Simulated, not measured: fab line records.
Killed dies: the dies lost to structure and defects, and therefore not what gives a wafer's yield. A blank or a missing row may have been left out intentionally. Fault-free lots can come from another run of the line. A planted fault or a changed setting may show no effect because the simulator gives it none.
Struck lot and sound lot, side by side + flow sky130 + 44 out of 708 route steps
Sound: these wafers, L633.2, L633.3, L633.5. Struck: wafer L637.2 (L637.1, L637.4, from the same lot, were not struck and are left out); the cause is given at the end.
At each step with rows: each side's tool, then ch and its chambers, then its first start. Under that, the readings that differ: sound wafers + struck wafers + difference of the means + sigmas: that difference in standard deviations of wafers without a fault.
alike: same words and numbers on both sides, and readings whose means sit less than 2 such deviations apart. not compared: any withheld reading, any reading some wafer has no value for, any bound like >300 that may hide the same value, and any number with overlapping values for which the record gives no deviation.
A row with sigmas, a row that says differs or no value, or rows on one side alone: a step with any of these is where the two part. Numbers that have no deviation but don't overlap get no sigmas and don't part them. A reading that every wafer of one side lacks parts them only if that side has two wafers or more.

SKY_VIA2_SPUTTER_20: material TiN, target thk 20 nm, time 80 s.
  sound on pvdSputter-03, day 38 00:30; struck on pvdSputter-03, day 39 22:43
  alike: throttleValvePct
then, 1 step without rows for these wafers: SKY_VIA2_CVD_21 (deposits W, target thk 420 nm, time 126.4 s).
SKY_VIA2_RS_MEAS_22: measures by four-point-probe.
  sound on filmMetro-02, day 38 00:43; struck on filmMetro-02, day 39 22:54
  alike: VIA2_W_RS
SKY_VIA2_THK_MEAS_23: measures by xrf.
  sound on filmMetro-02, day 38 00:49; struck on filmMetro-02, day 39 23:01
  alike: VIA2_W_THK
SKY_VIA2_CMP_24: polishes, stops on SiO2, t overpolish 20 s, target thk 0 nm.
  sound on cmp-02 ch 0,2,3, day 38 00:52; struck on cmp-01 ch 3, day 39 23:05
| reading             | sound       | struck | difference | sigmas |
|---------------------|-------------|--------|------------|--------|
| timeToEndpointS (s) | 102 104 100 | 111    | +9         | +2     |
  alike: motorCurrentA, overpolishRunS
SKY_METAL3_SPUTTER_00: material Ti, target thk 15 nm, time 10 s.
  sound on pvdSputter-04, day 38 01:10; struck on pvdSputter-04, day 39 23:23
  alike: throttleValvePct
then, 3 steps without rows for these wafers: SKY_METAL3_SPUTTER_01 (material TiN, target thk 20 nm, time 16.7 s); SKY_METAL3_SPUTTER_02 (material AlCu, target thk 735 nm, time 39.1 s); SKY_METAL3_SPUTTER_03 (material Ti, target thk 5 nm, time 3.3 s).
SKY_METAL3_SPUTTER_04: material TiN, target thk 70 nm, time 58.3 s.
  sound on pvdSputter-04, day 38 01:16; struck on pvdSputter-04, day 39 23:29
  alike: throttleValvePct
then, 1 step without rows for these wafers: SKY_CAPM_CVD_00 (deposits SiO2, target thk 15.5 nm).
SKY_CAPM_THK_MEAS_01:
  sound on filmMetro-01, day 38 01:21; struck on filmMetro-03, day 39 23:34
  alike: CAPM_CVD_00_THK
SKY_CAPM_SPUTTER_02: material TiN, target thk 200 nm, time 166.7 s.
  sound on pvdSputter-02, day 38 01:24; struck on pvdSputter-02, day 39 23:37
| reading                                 | sound             | struck | difference | sigmas |
|-----------------------------------------|-------------------|--------|------------|--------|
| model.TiN_of_CAPM_SPUTTER_02.thkNm (nm) | 201.1 202.2 201.2 | 209.6  | +8.1       |        |
  alike: throttleValvePct
SKY_CAPM_RS_MEAS_03: measures by four-point-probe.
  sound on filmMetro-02, day 38 01:32; struck on filmMetro-02, day 39 23:44
| reading              | sound          | struck | difference | sigmas |
|----------------------|----------------|--------|------------|--------|
| CAPM_TIN_RS (ohm/sq) | 6.86 6.83 6.87 | 6.56   | -0.29      | -4     |
SKY_CAPM_THK_MEAS_04: measures by xrf.
  sound on filmMetro-02, day 38 01:38; struck on filmMetro-02, day 39 23:51
| reading           | sound             | struck | difference | sigmas |
|-------------------|-------------------|--------|------------|--------|
| CAPM_TIN_THK (nm) | 200.7 200.2 199.9 | 207.9  | +7.6       | +3     |
then, 7 steps without rows for these wafers: SKY_CAPM_DEHYDRATE_05 (time 60 s); SKY_CAPM_HMDS_06 (prime time 60 s); SKY_CAPM_COAT_07 (resist thk 1140 nm); SKY_CAPM_SOFTBAKE_08 (time 60 s); SKY_CAPM_EXPOSE_09 (exposes mask CAPM, target cd 1000 nm); SKY_CAPM_PEB_10; SKY_CAPM_DEVELOP_11 (develop time 60 s).
SKY_CAPM_OVL_MEAS_12:
  sound on overlay-01, day 39 02:35; struck on overlay-01, day 40 23:47
  alike: CAPM_OVL
SKY_CAPM_METAL_ETCH_13: etches TiN in Cl2/BCl3, stops on SiO2, target depth 220 nm, time 62.9 s.
  sound on rieMetal-04 ch 0,1, day 39 02:37; struck on rieMetal-02 ch 0, day 40 23:49
| reading                        | sound             | struck | difference | sigmas |
|--------------------------------|-------------------|--------|------------|--------|
| oesProductAu (a.u.)            | 0.943 0.946 0.937 | 0.970  | +0.028     | +4     |
| model.etch.depthNm (nm)        | 201.1 202.2 201.2 | 209.6  | +8.1       |        |
| model.CAPM.featureDepthNm (nm) | 201.1 202.2 201.2 | 209.6  | +8.1       |        |
  alike: chamberPressureMTorr, drypumpMotorCurrentA, heBacksideLeakSccm, throttleValvePct
  not compared: rfHoursCounterH
then, 12 steps without rows for these wafers: SKY_CAPM_STRIP_14 (strips in O2/N2); SKY_CAPM_STRIP_15 (strips in post etch residue remover, time 1200 s); SKY_CAPM_CLEAN_16 (cleans in IPA, time 180 s); SKY_CAPM_CLEAN_17 (cleans in O3/DIW); SKY_METAL3_DEHYDRATE_05 (time 60 s); SKY_METAL3_HMDS_06 (prime time 60 s); SKY_METAL3_COAT_07 (resist thk 60 nm); SKY_METAL3_COAT_08 (resist thk 1140 nm); SKY_METAL3_SOFTBAKE_09 (time 90 s); SKY_METAL3_EXPOSE_10 (exposes mask MM3, target cd 300 nm); SKY_METAL3_PEB_11; SKY_METAL3_DEVELOP_12 (develop time 60 s).
SKY_METAL3_CD_MEAS_13: target cd 300 nm.
  sound on cdSem-01, day 40 05:30; struck on cdSem-01, day 42 00:44
  alike: cdNm
SKY_METAL3_OVL_MEAS_14:
  sound on overlay-01, day 40 05:37; struck on overlay-02, day 42 00:51
  alike: METAL3_OVL
then, 2 steps without rows for these wafers: SKY_METAL3_DESCUM_15 (chemistry O2, time 8 s); SKY_METAL3_ETCH_16 (etches BARC in N2/H2, stops on SiO2, time 88.2 s, target depth 60 nm).
SKY_METAL3_ETCH_17: etches SiO2 in C4F8/O2/Ar, stops on TiN, time 3.9 s, target depth 15 nm.
  sound on rieDiel-02 ch 1,3, day 40 05:46; struck on rieDiel-02 ch 3, day 42 01:01
| reading                      | sound             | struck | difference | sigmas |
|------------------------------|-------------------|--------|------------|--------|
| chamberPressureMTorr (mTorr) | 39.99 40.07 40.03 | 39.93  | -0.10      | -3     |
  alike: oesProductAu
then, 1 step without rows for these wafers: SKY_METAL3_METAL_ETCH_18 (etches the open film in Cl2/BCl3, stops on SiO2, target depth 845 nm, time 183.1 s).
SKY_METAL3_STRIP_20: strips in post etch residue remover, time 1200 s.
  sound on wetBench-03 ch 1, day 40 06:04; struck on wetBench-01 ch 3, day 42 01:19
| reading                                 | sound             | struck | difference | sigmas |
|-----------------------------------------|-------------------|--------|------------|--------|
| model.TiN_of_CAPM_SPUTTER_02.thkNm (nm) | 200.2 201.3 200.4 | 208.8  | +8.2       |        |
-- the record jumps here: 7 days lie between the struck wafers' starts before and after (it left off in module METAL3 and takes up again in module PAD_OPEN, whose first step shown is number 708 of the route) --
SKY_PAD_OPEN_PROBE_99:
  sound on prober-02, day 47 04:23; struck on prober-02, day 48 17:29
| reading                       | sound             | struck | difference | sigmas |
|-------------------------------|-------------------|--------|------------|--------|
| killedAtOther                 | 0 0 0             | 1      | +1         | +2     |
| model.etest.capMim.plateOhmSq | 5.903 5.931 5.943 | 5.748  | -0.178     |        |
  alike: killed_at_M0_to_M3, killed_at_M4_up, killedAtContacts, killedAtFrontEnd, killedDies, killedOpen, killedShort

## WHERE THEY PART
At SKY_VIA2_CMP_24 first; at SKY_PAD_OPEN_PROBE_99 last (within this record only).

WHY: the cause the simulator had injected
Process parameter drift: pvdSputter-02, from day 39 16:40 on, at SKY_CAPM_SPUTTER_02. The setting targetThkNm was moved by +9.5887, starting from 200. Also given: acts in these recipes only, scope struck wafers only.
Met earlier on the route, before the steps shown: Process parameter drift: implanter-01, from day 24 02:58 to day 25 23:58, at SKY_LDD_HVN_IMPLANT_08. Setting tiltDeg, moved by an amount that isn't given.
